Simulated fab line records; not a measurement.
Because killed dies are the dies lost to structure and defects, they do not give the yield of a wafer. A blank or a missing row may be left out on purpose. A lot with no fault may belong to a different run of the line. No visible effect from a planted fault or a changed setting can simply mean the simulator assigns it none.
Comparing a struck lot with a sound one ; flow sky130 ; 32 steps out of a route of 708
Sound: wafers L894.1, L894.4, L894.5. Wafers L893.1, L893.4, L893.6 were the ones struck. Last of all comes the cause.
At each step with rows: each side's tool, then ch and its chambers, then its first start. Under that, the readings that differ: sound wafers ; struck wafers ; difference of the means ; sigmas: that difference in standard deviations of wafers without a fault.
alike: readings with means less than 2 such deviations apart, plus words and numbers identical on both sides. not compared: withheld readings, readings lacking a value on some wafer, bounds such as >300 that could conceal the same value, and numbers that have no deviation in the record and whose values overlap.
Wherever a step has rows on one side only, a row that says differs or no value, or a row with sigmas, the two part there. Numbers that don't overlap but have no deviation are shown without sigmas and don't part them. A reading that every wafer of one side lacks parts them only if that side has two wafers or more.

first, 10 steps without rows for these wafers: SKY_LI_CONTACT_EXPOSE_09 (exposes mask LICM1, target cd 170 nm); SKY_LI_CONTACT_PEB_10; SKY_LI_CONTACT_DEVELOP_11 (develop time 60 s); SKY_LI_CONTACT_ETCH_14 (etches BARC in N2/H2, stops on SiO2, time 45.9 s, target depth 60 nm); SKY_LI_CONTACT_ETCH_15 (etches PSG in C4F8/O2/Ar, stops on Si, target depth 600 nm); SKY_LI_CONTACT_STRIP_16 (strips in O2/N2); SKY_LI_CONTACT_CLEAN_17 (cleans in NMP, time 600 s); SKY_LI_CONTACT_PRE_CLEAN_18 (time 5.6 s); SKY_LI_CONTACT_SPUTTER_19 (material Ti, target thk 20 nm, time 106.37 s); SKY_LI_CONTACT_SPUTTER_20 (material TiN, target thk 20 nm, time 80 s).
SKY_LI_CONTACT_CVD_21: deposits W, target thk 400 nm, time 120.56 s.
  sound on cvd_w-01 ch 0,1, day 34 22:10; struck on cvd_w-02 ch 1, day 34 21:31
  alike: heater_power_w
then, 20 steps without rows for these wafers: SKY_LI_CONTACT_CMP_24 (polishes, stops on PSG, t overpolish 20 s, target thk 0 nm); SKY_LOCAL_INTERCONNECT_SPUTTER_00 (material TiN, target thk 100 nm, time 83.3 s); SKY_LOCAL_INTERCONNECT_DEHYDRATE_03 (time 60 s); SKY_LOCAL_INTERCONNECT_HMDS_04 (prime time 60 s); SKY_LOCAL_INTERCONNECT_COAT_05 (resist thk 60 nm); SKY_LOCAL_INTERCONNECT_COAT_06 (resist thk 450 nm); SKY_LOCAL_INTERCONNECT_SOFTBAKE_07 (time 90 s); SKY_LOCAL_INTERCONNECT_EXPOSE_08 (exposes mask LI1M, target cd 170 nm); SKY_LOCAL_INTERCONNECT_PEB_09; SKY_LOCAL_INTERCONNECT_DEVELOP_10 (develop time 60 s); SKY_LOCAL_INTERCONNECT_ETCH_13 (etches BARC in N2/H2, stops on SiO2, time 45.9 s, target depth 60 nm); SKY_LOCAL_INTERCONNECT_METAL_ETCH_14 (etches TiN in Cl2/BCl3, stops on PSG, target depth 110 nm, time 31.4 s); SKY_LOCAL_INTERCONNECT_STRIP_15 (strips in O2/N2); SKY_LOCAL_INTERCONNECT_STRIP_16 (strips in post etch residue remover, time 1200 s); SKY_LOCAL_INTERCONNECT_CLEAN_17 (cleans in IPA, time 180 s); SKY_LOCAL_INTERCONNECT_CLEAN_18 (cleans in O3/DIW); SKY_CONTACT_CVD_00 (deposits Si3N4, target thk 75 nm); SKY_CONTACT_HDPCVD_02 (deposits SiO2, target thk 565 nm, time 94.2 s); SKY_CONTACT_CMP_04 (polishes SiO2); SKY_CONTACT_DEHYDRATE_06 (time 60 s).
-- the record jumps here: 15 days lie between the struck wafers' starts before and after (it left off in module CONTACT and takes up again in module PAD_OPEN, whose first step shown is number 708 of the route) --
SKY_PAD_OPEN_PROBE_99:
  only the struck wafers here have rows in the record (prober-02, day 49 20:50); the sound ones have none

== WHERE THEY PART ==
SKY_PAD_OPEN_PROBE_99 only, going by this record.

WHY: whatever the simulator had introduced
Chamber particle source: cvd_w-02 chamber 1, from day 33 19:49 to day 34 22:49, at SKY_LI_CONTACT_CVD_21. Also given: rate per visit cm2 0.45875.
